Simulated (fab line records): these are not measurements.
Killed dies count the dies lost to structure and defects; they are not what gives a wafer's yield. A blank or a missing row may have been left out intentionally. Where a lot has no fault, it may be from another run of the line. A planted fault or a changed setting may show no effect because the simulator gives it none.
What tool caused it? -- flow sky130 -- 14 lots, 42 wafers sampled, at 3 steps of a route of 708

## WHAT THE GAUGES READ, wafer by wafer
SKY_METAL2_CD_MEAS_15: the cd target is 140 nm. Usual: cd-nm at 139.5 nm, with a standard deviation of 1.5.
lot,measured,on,cd-nm (nm),flag
L338,day 34 17:59,cd-sem-01,141.0 141.5 142.2,
L339,day 35 12:52,cd-sem-01,137.3 138.3 138.0,
L340,day 35 15:17,cd-sem-01,137.4 137.5 136.4,
L341,day 35 18:37,cd-sem-01,138.3 137.6 139.4,
L342,day 36 02:07,cd-sem-02,141.3 141.0 140.3,
L343,day 36 16:10,cd-sem-01,138.1 139.0 138.2,
L344,day 37 03:23,cd-sem-02,141.6 142.7 142.0,
L345,day 37 11:07,cd-sem-01,138.4 138.9 137.9,
L349,day 38 18:07,cd-sem-02,137.7 138.2 138.9,
L358,day 41 03:07,cd-sem-02,139.6 141.2 139.0,
L359,day 41 09:05,cd-sem-02,136.8 139.5 138.6,
L360,day 41 12:38,cd-sem-01,139.8 139.5 141.0,

## TOOL THAT RAN EACH LOT (tool first, then ch and the chambers of the sampled wafers, then the start)
lot,SKY_GATE_OXIDE_WET_ETCH_12,SKY_VIA1_CMP_02
L338,"wet-bench-01 ch 1, day 13 12:26","cmp-02 ch 0,1,2, day 32 10:15"
L339,"wet-bench-02 ch 1, day 14 03:20","cmp-01 ch 0,1,2, day 33 03:46"
L340,"wet-bench-01 ch 1, day 14 07:20","cmp-01 ch 0,1, day 33 07:04"
L341,"wet-bench-01 ch 1, day 14 13:47","cmp-01 ch 1,3, day 33 11:47"
L342,"wet-bench-02 ch 1, day 15 00:53","cmp-02 ch 0,2,3, day 33 20:22"
L343,"wet-bench-01 ch 0, day 15 11:26","cmp-02 ch 1,2, day 34 10:29"
L344,"wet-bench-03 ch 2, day 15 20:17","cmp-01 ch 1,2, day 34 21:11"
L345,"wet-bench-02 ch 2, day 16 02:35","cmp-02 ch 1,2,3, day 35 04:55"
L348,"wet-bench-01 ch 1, day 17 01:47",-
L349,"wet-bench-03 ch 2, day 17 17:05","cmp-01 ch 0,1,2, day 36 11:40"
L350,"wet-bench-01 ch 0, day 18 00:05",-
L358,"wet-bench-03 ch 1, day 20 14:23","cmp-02 ch 0,2,3, day 38 23:25"
L359,"wet-bench-01 ch 2, day 21 02:32","cmp-01 ch 2,3, day 39 05:33"
L360,"wet-bench-03 ch 3, day 21 08:11","cmp-01 ch 0,1,3, day 39 09:30"
- SKY_GATE_OXIDE_WET_ETCH_12: etches SiO2 in dHF, target depth 16.8 nm, time 336 s.
- SKY_VIA1_CMP_02: polishes SiO2.

## AS READ BY THE TOOLS THEMSELVES (means over the sampled wafers that have a number; for cases with no such wafer, the mark the record gives instead)
SKY_GATE_OXIDE_WET_ETCH_12. Usual: run-length-s at 364 s, with a standard deviation of 4.
lot,tool,run-length-s (s),flag
L338,wet-bench-01,362,
L339,wet-bench-02,363,
L340,wet-bench-01,362,
L341,wet-bench-01,370,
L342,wet-bench-02,363,
L343,wet-bench-01,361,
L344,wet-bench-03,360,
L345,wet-bench-02,370,
L348,wet-bench-01,199,OFF
L349,wet-bench-03,361,
L350,wet-bench-01,207,OFF
L358,wet-bench-03,363,
L359,wet-bench-01,369,
L360,wet-bench-03,363,

SKY_VIA1_CMP_02. Usual: motor-current-A at 12.6 A, with a standard deviation of 0.89.
lot,tool,motor-current-A (A),flag
L338,cmp-02,11.8,
L339,cmp-01,13.1,
L340,cmp-01,13.5,
L341,cmp-01,12.5,
L342,cmp-02,12.4,
L343,cmp-02,11.8,
L344,cmp-01,13.2,
L345,cmp-02,12.2,
L349,cmp-01,12.7,
L358,cmp-02,12.6,
L359,cmp-01,12.1,
L360,cmp-01,12.9,

## THE ANSWER, worked out from the rows above alone
Rule: lot off if the mean of its wafers having a number is beyond 3 standard deviations from the usual mean. A lot without any number at a reading at which 4 lots or more have one is off too. The other lots that the step has rows for count as sound. First the gauges in route order, then the tools' own readings, where a lot's mean is used as printed above. The first step at which some lot is off is used, and at that step the reading that is off furthest; a lot without a number counts as furthest.
Off: L348, L350 (SKY_GATE_OXIDE_WET_ETCH_12, run-length-s).
If a tool, at that step or one of the process steps before it, ran each lot that is off and ran no sound lot following the first of them, it fits. Not one of the candidates tried fits.

## WHAT THE SIMULATOR PUT IN
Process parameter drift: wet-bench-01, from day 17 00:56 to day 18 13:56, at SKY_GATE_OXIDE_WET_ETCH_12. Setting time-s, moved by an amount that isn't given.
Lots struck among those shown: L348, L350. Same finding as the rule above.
